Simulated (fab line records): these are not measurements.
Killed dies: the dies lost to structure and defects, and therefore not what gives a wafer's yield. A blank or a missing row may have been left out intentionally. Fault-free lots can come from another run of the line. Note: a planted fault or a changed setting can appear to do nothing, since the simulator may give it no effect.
A lot that was struck, set against a sound lot ; flow sky130 ; 42 steps out of a route of 708
Sound: the wafers L339.2, L339.3, L339.5. Struck: wafers L355.1, L355.4 (left out: L355.3, a lot-mate that was not struck); the cause follows at the end.
Order at every step that has rows: each side's tool, ch and its chambers, its first start. Under that, the readings that differ: sound wafers ; struck wafers ; difference of the means ; sigmas: that difference in standard deviations of wafers without a fault.
alike: same words and numbers on both sides, and readings whose means sit less than 2 such deviations apart. not compared: any withheld reading, any reading some wafer has no value for, any bound like >300 that may hide the same value, and any number with overlapping values for which the record gives no deviation.
A row with sigmas, a row that says differs or no value, or rows on one side alone: a step with any of these is where the two part. Numbers that don't overlap but have no deviation are shown without sigmas and don't part them. Lack of a reading on every wafer of one side parts them only where that side has two or more wafers.

first, 2 steps without rows for these wafers: SKY_NWELL_PEB_08; SKY_NWELL_DEVELOP_09 (develop time 60 s).
SKY_NWELL_OVL_MEAS_10:
  sound on overlay-01 at day 5 05:13; struck on overlay-01 at day 8 19:55
  alike: NWELL_00_OVL
then, 3 steps without rows for these wafers: SKY_NWELL_IMPLANT_11; SKY_NWELL_IMPLANT_12; SKY_NWELL_IMPLANT_13.
SKY_NWELL_STRIP_14: strips in O2/N2.
  sound on plasmaAsher-02 ch 0,1, day 5 05:41; struck on plasmaAsher-01 ch 0,1, day 8 20:24
  alike: drypumpMotorCurrentA, oesProductAu, stripTimeToEndpointS
  not compared: rfHoursCounterH
SKY_NWELL_TW_MEAS_15:
  sound on filmMetro-03 at day 5 05:48; struck on filmMetro-03 at day 8 20:30
  alike: NWELL_TW
then, 4 steps without rows for these wafers: SKY_NWELL_DEHYDRATE_16 (time 60 s); SKY_NWELL_HMDS_17 (prime time 60 s); SKY_NWELL_COAT_18 (resist thk 3000 nm); SKY_NWELL_SOFTBAKE_19.
SKY_NWELL_EXPOSE_20: exposes mask NWM COMPLEMENT, target cd 840 nm.
  sound on ilineStepper-01 ch 0, day 5 14:40; struck on ilineStepper-01 ch 0, day 9 07:05
  alike: mask, reticleTempC, stageVelMmS
then, 2 steps without rows for these wafers: SKY_NWELL_PEB_21; SKY_NWELL_DEVELOP_22 (develop time 60 s).
SKY_NWELL_OVL_MEAS_23:
  sound on overlay-02 at day 5 23:35; struck on overlay-02 at day 9 17:28
  alike: NWELL_01_OVL
following that, these wafers have no rows for 1 step: SKY_NWELL_IMPLANT_24.
SKY_NWELL_STRIP_25: strips in O2/N2.
  sound on plasmaAsher-01 ch 0,1, day 5 23:46; struck on plasmaAsher-01 ch 0, day 9 17:40
  alike: drypumpMotorCurrentA, oesProductAu, stripTimeToEndpointS
  not compared: rfHoursCounterH
SKY_NWELL_TW_MEAS_26:
  sound on filmMetro-01 at day 5 23:52; struck on filmMetro-02 at day 9 17:46
  alike: NWELL_2_TW
then, 1 step without rows for these wafers: SKY_NWELL_CLEAN_27 (cleans in SC1/SC2, time 150 s).
SKY_NWELL_RTA_28: time 30 s.
  sound on rtpAnneal-02 ch 0, day 5 23:59; struck on rtpAnneal-02 ch 0, day 9 17:52
  alike: lampPowerPct, wafer_temp_C_max
SKY_NWELL_RS_MEAS_29: measures by four-point-probe.
  sound on filmMetro-03 at day 6 00:05; struck on filmMetro-01 at day 9 17:58
  alike: NWELL_RS
SKY_NWELL_RS_MEAS_31: measures by four-point-probe.
  sound on filmMetro-03 at day 6 00:20; struck on filmMetro-01 at day 9 18:13
  alike: PWDE_RS
then, 7 steps without rows for these wafers: SKY_VT_ADJUST_HVTP_DEHYDRATE_00 (time 60 s); SKY_VT_ADJUST_HVTP_HMDS_01 (prime time 60 s); SKY_VT_ADJUST_HVTP_COAT_02 (resist thk 1140 nm); SKY_VT_ADJUST_HVTP_SOFTBAKE_03 (time 60 s); SKY_VT_ADJUST_HVTP_EXPOSE_04 (exposes mask HVTPM, target cd 380 nm); SKY_VT_ADJUST_HVTP_PEB_05; SKY_VT_ADJUST_HVTP_DEVELOP_06 (develop time 60 s).
SKY_VT_ADJUST_HVTP_CD_MEAS_07: the cd target is 380 nm.
  sound on cdSem-02 at day 6 18:05; struck on cdSem-02 at day 10 16:34
reading;sound;struck;difference;sigmas
cdNm (nm);384.4 383.5 383.9;372.6 377.0;-9.1;-3
SKY_VT_ADJUST_HVTP_OVL_MEAS_08:
  sound on overlay-01 at day 6 18:12; struck on overlay-02 at day 10 16:41
  alike: VT_ADJUST_HVTP_OVL
following that, these wafers have no rows for 1 step: SKY_VT_ADJUST_HVTP_IMPLANT_09.
SKY_VT_ADJUST_HVTP_STRIP_10: strips in O2/N2.
  sound on plasmaAsher-01 ch 0,1, day 6 18:23; struck on plasmaAsher-02 ch 1, day 10 17:34
  alike: drypumpMotorCurrentA, oesProductAu, stripTimeToEndpointS
  not compared: rfHoursCounterH
SKY_VT_ADJUST_HVTP_TW_MEAS_11:
  sound on filmMetro-03 at day 6 18:29; struck on filmMetro-03 at day 10 17:40
  alike: VT_ADJUST_HVTP_TW
then, 6 steps without rows for these wafers: SKY_VT_ADJUST_LVTN_DEHYDRATE_00 (time 60 s); SKY_VT_ADJUST_LVTN_HMDS_01 (prime time 60 s); SKY_VT_ADJUST_LVTN_COAT_02 (resist thk 3000 nm); SKY_VT_ADJUST_LVTN_SOFTBAKE_03; SKY_VT_ADJUST_LVTN_EXPOSE_04 (exposes mask NWM COMPLEMENT LESS NATIVE, target cd 840 nm); SKY_VT_ADJUST_LVTN_PEB_05.
-- record jumps: 39 days separate the struck wafers' starts on either side; left off in module VT_ADJUST_LVTN, taken up again in module PAD_OPEN, whose first shown step is the route's number 708 --
SKY_PAD_OPEN_PROBE_99:
  sound on prober-01 at day 46 11:38; struck on prober-02 at day 49 10:00
reading;sound;struck;difference;sigmas
model.etest.nfet_16v.rOnOhmUm;1.398e+04 1.402e+04 1.402e+04;1.405e+04 1.418e+04;+1.083e+02;
model.etest.resIsoPwell.widthNm (nm);2629 2624 2638;2707 2717;+82;
model.etest.resNwell.widthNm (nm);842.3 850.9 845.3;799.1 791;-51.1;
  alike: killed_at_M0_to_M3, killed_at_M4_up, killedAtContacts, killedAtFrontEnd, killedAtOther, killedDies, killedOpen, killedShort

== WHERE THEY PART ==
At SKY_VT_ADJUST_HVTP_CD_MEAS_07 and nowhere else, as far as this record goes. Later steps at which nothing parts them and some readings are alike: SKY_VT_ADJUST_HVTP_OVL_MEAS_08, SKY_VT_ADJUST_HVTP_STRIP_10, SKY_VT_ADJUST_HVTP_TW_MEAS_11, SKY_PAD_OPEN_PROBE_99.

WHY: what the simulator had put in
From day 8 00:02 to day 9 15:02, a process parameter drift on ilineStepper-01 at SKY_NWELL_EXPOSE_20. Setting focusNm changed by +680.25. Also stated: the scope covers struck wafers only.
